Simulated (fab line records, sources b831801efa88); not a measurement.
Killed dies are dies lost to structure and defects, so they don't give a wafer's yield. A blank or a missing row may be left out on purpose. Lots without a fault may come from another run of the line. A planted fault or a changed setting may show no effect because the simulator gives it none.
A struck lot beside a sound one | flow sky130 | 26 steps out of a route of 708
Sound: wafers L453.1, L453.4, L453.5. Struck: wafers L469.1, L469.5, L469.6. The cause comes at the end.
At each step with rows: each side's tool, then ch and its chambers, then its first start. Under that, the readings that differ: sound wafers | struck wafers | difference of the means | sigmas: that difference in standard deviations of wafers without a fault.
alike: readings whose means differ by less than 2 such deviations, and words and numbers that are the same on both sides. not compared: withheld readings, readings that some wafer has no value for, bounds like >300 that may hide the same value, and numbers for which the record gives no deviation and whose values overlap.
The two part at a step that has a row with sigmas, a row that says differs or no value, or rows on one side only. Numbers that don't overlap but have no deviation are shown without sigmas and don't part them. A reading that every wafer of one side lacks parts them only if that side has two wafers or more.

first, 3 steps without rows for these wafers: SKY_CAP2M_EXPOSE_09 (exposes mask CAP2M, target cd 1000 nm); SKY_CAP2M_PEB_10; SKY_CAP2M_DEVELOP_11 (develop time 60 s).
SKY_CAP2M_OVL_MEAS_12:
  sound on overlay-01, day 40 10:16; struck on overlay-01, day 45 16:34
  alike: CAP2M_OVL
SKY_CAP2M_METAL_ETCH_13: etches TiN in Cl2/BCl3, stops on SiO2, target depth 220 nm, time 62.9 s.
  sound on rie_metal-04 ch 0,1, day 40 10:18; struck on rie_metal-04 ch 0,1, day 45 16:36
  alike: drypump_motor_current_A, oes_product_au, throttle_valve_pct
  not compared: rf_hours_counter_h
SKY_CAP2M_STRIP_14: strips in O2/N2.
  sound on plasma_asher-02 ch 0,1, day 40 10:23; struck on plasma_asher-02 ch 0,1, day 45 16:41
  alike: drypump_motor_current_A, oes_product_au, strip_time_to_endpoint_s
  not compared: rf_hours_counter_h
then, 6 steps without rows for these wafers: SKY_CAP2M_STRIP_15 (strips in post etch residue remover, time 1200 s); SKY_CAP2M_CLEAN_16 (cleans in IPA, time 180 s); SKY_CAP2M_CLEAN_17 (cleans in O3/DIW); SKY_METAL4_DEHYDRATE_05 (time 60 s); SKY_METAL4_HMDS_06 (prime time 60 s); SKY_METAL4_COAT_07 (resist thk 60 nm).
SKY_METAL4_COAT_08: resist thk 1140 nm.
  sound on litho_track-03 ch 0, day 40 22:00; struck on litho_track-04 ch 0, day 46 02:00
  reading                                       | sound          | struck         | difference | sigmas
  model.KrF-thick_of_METAL4_COAT_08.thk_nm (nm) | 1140 1143 1142 | 1162 1164 1159 | +20        |
  alike: chill_plate_temp_C
then, 4 steps without rows for these wafers: SKY_METAL4_SOFTBAKE_09 (time 90 s); SKY_METAL4_EXPOSE_10 (exposes mask MM4, target cd 300 nm); SKY_METAL4_PEB_11; SKY_METAL4_DEVELOP_12 (develop time 60 s).
SKY_METAL4_CD_MEAS_13: target cd 300 nm.
  sound on cd_sem-02, day 41 11:26; struck on cd_sem-01, day 46 12:55
  reading    | sound             | struck            | difference | sigmas
  cd_nm (nm) | 299.2 299.7 299.1 | 301.6 303.7 301.8 | +3.0       | +3
SKY_METAL4_OVL_MEAS_14:
  sound on overlay-01, day 41 11:33; struck on overlay-01, day 46 13:02
  alike: METAL4_OVL
SKY_METAL4_DESCUM_15: chemistry O2, time 8 s.
  sound on rie_metal-01 ch 0,1, day 41 11:35; struck on rie_metal-01 ch 0,1, day 46 13:04
  alike: drypump_motor_current_A, oes_product_au, temp_c
  not compared: rf_hours_counter_h
SKY_METAL4_ETCH_16: etches BARC in N2/H2, stops on SiO2, time 88.2 s, target depth 60 nm.
  sound on rie_metal-01 ch 0,1, day 41 11:37; struck on rie_metal-01 ch 0,1, day 46 13:06
  alike: drypump_motor_current_A, oes_product_au, throttle_valve_pct
  not compared: rf_hours_counter_h
SKY_METAL4_ETCH_17: etches SiO2 in C4F8/O2/Ar, stops on TiN, time 3.78 s, target depth 15 nm.
  sound on rie_diel-04 ch 0,2, day 41 11:43; struck on rie_diel-04 ch 1,2,3, day 46 13:12
  alike: oes_product_au
  not compared: rf_hours_counter_h
SKY_METAL4_METAL_ETCH_18: etches the open film in Cl2/BCl3, stops on SiO2, target depth 845 nm, time 183.1 s.
  sound on rie_metal-02 ch 0,1, day 41 11:44; struck on rie_metal-03 ch 0,1, day 46 13:13
  reading                                       | sound             | struck            | difference | sigmas
  model.KrF-thick_of_METAL4_COAT_08.thk_nm (nm) | 523.3 529.8 519.9 | 542.7 551.3 540.5 | +20.5      |
  alike: drypump_motor_current_A, oes_product_au, throttle_valve_pct
  not compared: rf_hours_counter_h
SKY_METAL4_STRIP_19: strips in O2/N2.
  sound on plasma_asher-04 ch 0, day 41 11:55; struck on plasma_asher-04 ch 0,1, day 46 13:24
  reading                      | sound          | struck         | difference | sigmas
  strip_time_to_endpoint_s (s) | 6.50 6.56 6.46 | 6.69 6.76 6.67 | +0.20      | +4
  alike: drypump_motor_current_A, oes_product_au
  not compared: rf_hours_counter_h
then, 1 step without rows for these wafers: SKY_METAL4_STRIP_20 (strips in post etch residue remover, time 1200 s).
-- the record jumps here: 3 days lie between the struck wafers' starts before and after (it left off in module METAL4 and takes up again in module PAD_OPEN, whose first step shown is number 708 of the route) --
SKY_PAD_OPEN_PROBE_99:
  the record has rows for the struck wafers here (prober-01, day 50 00:32) and none for the sound ones

WHERE THEY PART
First at SKY_METAL4_CD_MEAS_13; last, within this record, at SKY_PAD_OPEN_PROBE_99.

WHY: what the simulator had put in
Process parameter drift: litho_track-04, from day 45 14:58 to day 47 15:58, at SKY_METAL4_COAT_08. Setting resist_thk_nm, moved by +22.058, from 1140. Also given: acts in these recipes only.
